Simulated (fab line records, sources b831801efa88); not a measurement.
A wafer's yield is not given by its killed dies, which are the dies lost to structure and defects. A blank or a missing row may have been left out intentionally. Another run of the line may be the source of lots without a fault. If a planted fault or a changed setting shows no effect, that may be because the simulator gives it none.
fab line records	flow sfq_line
[record] lots = 5	wafers = 23
route steps=325 shown M8@321
start_h: hours from the record's opening day to when the first of the lot's shown wafers began	wait_h: hours from the lot's prior step to this one	" the same as in the row above	L1.1+2: one row covering several wafers at once	- no value, or no start given	* or withheld: withheld	< > ~ a bound
route shown NAME@n: NAME is a module with steps in the file, n the number in the route of the first one	usual: the fault-free wafers' mean and standard deviation	same: alike in all rows	chamber/n: place in a boat	sites: each site's reading	_std_site: the values' standard deviation	_edge_site: outer sites' mean less inner sites'	radius_mm: for every site, how far away it sits from the centre of the wafer	mask NAME#n: copy n	behind: tool/chamber where the wafer was last shaped	hold: why the lot was held/for how many hours/how that ended	device: transistor that didn't switch, given as n, p or np	end of line: at the end of the route, the tests of the same wafers	where a step has no rows: the recipe by itself	killed: count of dies lost to structure and defects at first sort (not the wafer's yield)	map: dies across one wafer; x = killed, . = not, _ = none there
set.NAME: the setting that was run; set.NAME@STEP: the one run at that earlier step	model.NAME: the simulator's own value behind a step, which no gauge read
lots whose settings were changed on purpose; a table a step, a row a wafer
[[steps]]
[step SFQ_TRILAYER_M8_DEP_EVAP_196]
[recipe] material = Au	angular_spread_deg = 1	target_thk_nm = 180	time_s = 900	power_w = 2000
lot.wafer	tool	chamber	start_h	wait_h	set.time_s	model.Au_of_TRILAYER_M8_DEP_EVAP_196.thk_nm
L077.1	pvd_sputter-01	-	1986.22	0.1	900	177.1
L077.2	"	-	"	"	900	179.3
L077.3	"	-	"	"	900	183.8
L082.1	pvd_sputter-02	-	2075.39	0.1	900	180.5
L082.2	"	-	"	"	822.7	166.2
L082.3	"	-	"	"	822.7	167.6
L082.5	"	-	"	"	900	182.4
L082.6	"	-	"	"	822.7	168.3
L083.1	pvd_sputter-01	-	2077.77	0.1	994.2	197.5
L083.2	"	-	"	"	994.2	202.3
L083.4	"	-	"	"	900	185.2
L083.5	"	-	"	"	994.2	197.7
L083.6	"	-	"	"	900	184
L084.1	pvd_sputter-02	-	2078.99	0.1	824.7	166.7
L084.2	"	-	"	"	900	180
L084.3	"	-	"	"	900	178.2
L084.4	"	-	"	"	824.7	164.9
L084.5	"	-	"	"	824.7	166.1
L085.1	pvd_sputter-01	-	2081.37	0.1	900	179.3
L085.2	"	-	"	"	900	172.5
L085.3	"	-	"	"	900	179.5
L085.4	"	-	"	"	900	178.9
L085.5	"	-	"	"	900	179.6
[step SFQ_M8_RS_MEAS_949]
[recipe] thk_meas_gauge = four-point-probe	reads = Au_of_TRILAYER_M8_DEP_EVAP_196+Pt_of_TRILAYER_M8_DEP_EVAP_198+Ti_of_TRILAYER_M8_DEP_EVAP_197
[usual] M8_AU_RS = 0.1533/0.002
lot.wafer	tool	chamber	start_h	wait_h	set.time_s@TRILAYER_M8_DEP_EVAP_196	M8_AU_RS[ohm/sq]
L077.1	film_metro-03	-	1986.74	0.3	900	0.1562
L077.2	"	-	"	"	900	0.1538
L077.3	"	-	"	"	900	0.1499
L082.1	film_metro-01	-	2075.97	0.3	900	0.1538
L082.2	"	-	"	"	822.7	0.1660
L082.3	"	-	"	"	822.7	0.1657
L082.5	"	-	"	"	900	0.1521
L082.6	"	-	"	"	822.7	0.1640
L083.1	film_metro-04	-	2078.28	0.3	994.2	0.1401
L083.2	"	-	"	"	994.2	0.1367
L083.4	"	-	"	"	900	0.1491
L083.5	"	-	"	"	994.2	0.1399
L083.6	"	-	"	"	900	0.1504
L084.1	film_metro-04	-	2079.57	0.3	824.7	0.1663
L084.2	"	-	"	"	900	0.1540
L084.3	"	-	"	"	900	0.1565
L084.4	"	-	"	"	824.7	0.1692
L084.5	"	-	"	"	824.7	0.1687
L085.1	film_metro-04	-	2081.88	0.3	900	0.1547
L085.2	"	-	"	"	900	0.1607
L085.3	"	-	"	"	900	0.1546
L085.4	"	-	"	"	900	0.1549
L085.5	"	-	"	"	900	0.1543
[step SFQ_M8_THK_MEAS_950]
[recipe] thk_meas_gauge = xrf	reads = Au_of_TRILAYER_M8_DEP_EVAP_196
[usual] M8_AU_THK = 179.0/2.6
lot.wafer	tool	chamber	start_h	wait_h	set.time_s@TRILAYER_M8_DEP_EVAP_196	M8_AU_THK[nm]
L077.1	film_metro-03	-	1986.86	0.1	900	173.5
L077.2	"	-	"	"	900	176.3
L077.3	"	-	"	"	900	179.9
L082.1	film_metro-01	-	2076.09	0.1	900	177.8
L082.2	"	-	"	"	822.7	164.3
L082.3	"	-	"	"	822.7	165.7
L082.5	"	-	"	"	900	180.1
L082.6	"	-	"	"	822.7	166.5
L083.1	film_metro-04	-	2078.40	0.1	994.2	197.1
L083.2	"	-	"	"	994.2	202.4
L083.4	"	-	"	"	900	185.2
L083.5	"	-	"	"	994.2	197.9
L083.6	"	-	"	"	900	183.8
L084.1	film_metro-04	-	2079.69	0.1	824.7	167.1
L084.2	"	-	"	"	900	180.7
L084.3	"	-	"	"	900	178.5
L084.4	"	-	"	"	824.7	165.5
L084.5	"	-	"	"	824.7	165.6
L085.1	film_metro-04	-	2082.00	0.1	900	178.7
L085.2	"	-	"	"	900	172.3
L085.3	"	-	"	"	900	179.6
L085.4	"	-	"	"	900	179.5
L085.5	"	-	"	"	900	180.1
[[key]]
[split] step = SFQ_TRILAYER_M8_DEP_EVAP_196	setting = time_s	stated = 900	by = wafer
[response] step = SFQ_TRILAYER_M8_DEP_EVAP_196	reading = model.Au_of_TRILAYER_M8_DEP_EVAP_196.thk_nm	change = +1.52	per = 1%	r = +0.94
[response] step = SFQ_M8_RS_MEAS_949	reading = M8_AU_RS	change = -0.00129	per = 1%	r = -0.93
[response] step = SFQ_M8_THK_MEAS_950	reading = M8_AU_THK	change = +1.51	per = 1%	r = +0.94
